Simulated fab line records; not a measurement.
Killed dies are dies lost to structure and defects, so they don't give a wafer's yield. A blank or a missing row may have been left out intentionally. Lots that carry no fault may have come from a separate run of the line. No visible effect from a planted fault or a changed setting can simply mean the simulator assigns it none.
A lot that was struck, set against a sound lot / flow sky130 / 20 steps out of a route of 708
Sound: these wafers, L231.2, L231.5, L231.6. Wafers L249.3, L249.5, L249.6 were the ones struck. The cause is given at the end.
Per side, at each step with rows, come the tool, then ch with its chambers, and then its first start. Under that, the readings that differ: sound wafers / struck wafers / difference of the means / sigmas: that difference in standard deviations of wafers without a fault.
alike: readings with means less than 2 such deviations apart, plus words and numbers identical on both sides. not compared: withheld readings, readings lacking a value on some wafer, bounds such as >300 that could conceal the same value, and numbers that have no deviation in the record and whose values overlap.
The two part at a step that has a row with sigmas, a row that says differs or no value, or rows on one side only. Non-overlapping numbers with no deviation appear without sigmas and do not part them. Lack of a reading on every wafer of one side parts them only where that side has two or more wafers.

SKY_RES_XHIGH_STRIP_08: strips in O2/N2.
  sound on plasma_asher-01 ch 0,1, day 27 14:07; struck on plasma_asher-03 ch 0,1, day 33 05:05
reading=drypump_motor_current_A (A); sound=5.1 5.1 5.0; struck=6.1 6.1 5.3; difference=+0.8; sigmas=+2
  alike: o2_flow_sccm, oes_product_au, strip_time_to_endpoint_s
  not compared: rf_hours_counter_h
SKY_RES_XHIGH_TW_MEAS_09:
  sound on film_metro-03 at day 27 14:13; struck on film_metro-04 at day 33 05:11
  alike: RES_XHIGH_TW
then, 7 steps without rows for these wafers: SKY_SD_N_DEHYDRATE_00 (time 60 s); SKY_SD_N_HMDS_01 (prime time 60 s); SKY_SD_N_COAT_02 (resist thk 1140 nm); SKY_SD_N_SOFTBAKE_03 (time 60 s); SKY_SD_N_EXPOSE_04 (exposes mask NSDM, target cd 380 nm); SKY_SD_N_PEB_05; SKY_SD_N_DEVELOP_06 (develop time 60 s).
SKY_SD_N_CD_MEAS_07 targets a cd of 380 nm.
  sound on cd_sem-02 at day 28 18:21; struck on cd_sem-02 at day 34 06:28
reading=cd_nm (nm); sound=379.5 379.6 377.8; struck=385.0 383.4 385.1; difference=+5.5; sigmas=+2
SKY_SD_N_OVL_MEAS_08:
  sound on overlay-01 at day 28 18:27; struck on overlay-01 at day 34 06:34
reading=SD_N_OVL (nm); sound=-0.4 -0.8 -0.8; struck=-3.8 -4.7 -3.9; difference=-3.5; sigmas=-3
then, 1 step without rows for these wafers: SKY_SD_N_IMPLANT_09.
SKY_SD_N_IMPLANT_10:
  sound on implanter-03 ch 0, day 28 18:40; struck on implanter-03 ch 0, day 34 07:06
SKY_SD_N_STRIP_11: strips in O2/N2.
  sound on plasma_asher-01 ch 0,1, day 28 18:47; struck on plasma_asher-04 ch 0,1, day 34 07:14
  alike: drypump_motor_current_A, o2_flow_sccm, oes_product_au, strip_time_to_endpoint_s
  not compared: rf_hours_counter_h
SKY_SD_N_TW_MEAS_12:
  sound on film_metro-02 at day 28 18:53; struck on film_metro-02 at day 34 07:19
  alike: SD_N_TW
then, 1 step without rows for these wafers: SKY_SD_N_CLEAN_13 (cleans in SC1/SC2, time 150 s).
SKY_SD_N_RTA_14: time 2 s.
  sound on rtp_anneal-01 ch 0, day 28 19:00; struck on rtp_anneal-01 ch 0, day 34 07:26
  alike: lamp_power_pct, wafer_temp_C_max
SKY_SD_N_RS_MEAS_16: uses a four-point probe to measure.
  sound on film_metro-04 at day 28 19:11; struck on film_metro-03 at day 34 07:37
reading=SD_N_RS (ohm/sq); sound=68.61 68.76 68.68; struck=65.80 65.92 65.82; difference=-2.84; sigmas=-26
SKY_SD_N_RS_MEAS_17: uses a four-point probe to measure.
  sound on film_metro-04 at day 28 19:19; struck on film_metro-03 at day 34 07:44
reading=SD_P_RS (ohm/sq); sound=147.8 147.9 147.6; struck=146.5 146.9 147.1; difference=-0.9; sigmas=-3
-- the record jumps here: 16 days lie between the struck wafers' starts before and after (it left off in module SD_N and takes up again in module PAD_OPEN, whose first step shown is number 708 of the route) --
SKY_PAD_OPEN_PROBE_99:
  sound on prober-01 at day 46 08:48; struck on prober-01 at day 50 03:14
reading=model.etest.sonos_uncharged.r_on_ohm_um; sound=816.5 815.6 816.1; struck=803.4 806.6 798; difference=-13.4; sigmas=
reading=model.etest.res_ndiff.rs_ohm_sq; sound=122.7 122.7 122.7; struck=121.1 120.5 121.1; difference=-1.8; sigmas=
reading=model.etest.res_ndiff_hv.rs_ohm_sq; sound=116.4 116.3 116.4; struck=114.4 115.4 115; difference=-1.4; sigmas=
  alike: killed_at_M0_to_M3, killed_at_M4_up, killed_at_contacts, killed_at_front_end, killed_at_other, killed_dies, killed_open, killed_short
  not compared: model.etest.res_ndiff.line_ohm_um

WHERE THEY PART
Last at SKY_SD_N_RS_MEAS_17 as far as this record goes, first at SKY_RES_XHIGH_STRIP_08. Later steps at which nothing parts them and some readings are alike: SKY_PAD_OPEN_PROBE_99.

WHY: what had been put in by the simulator
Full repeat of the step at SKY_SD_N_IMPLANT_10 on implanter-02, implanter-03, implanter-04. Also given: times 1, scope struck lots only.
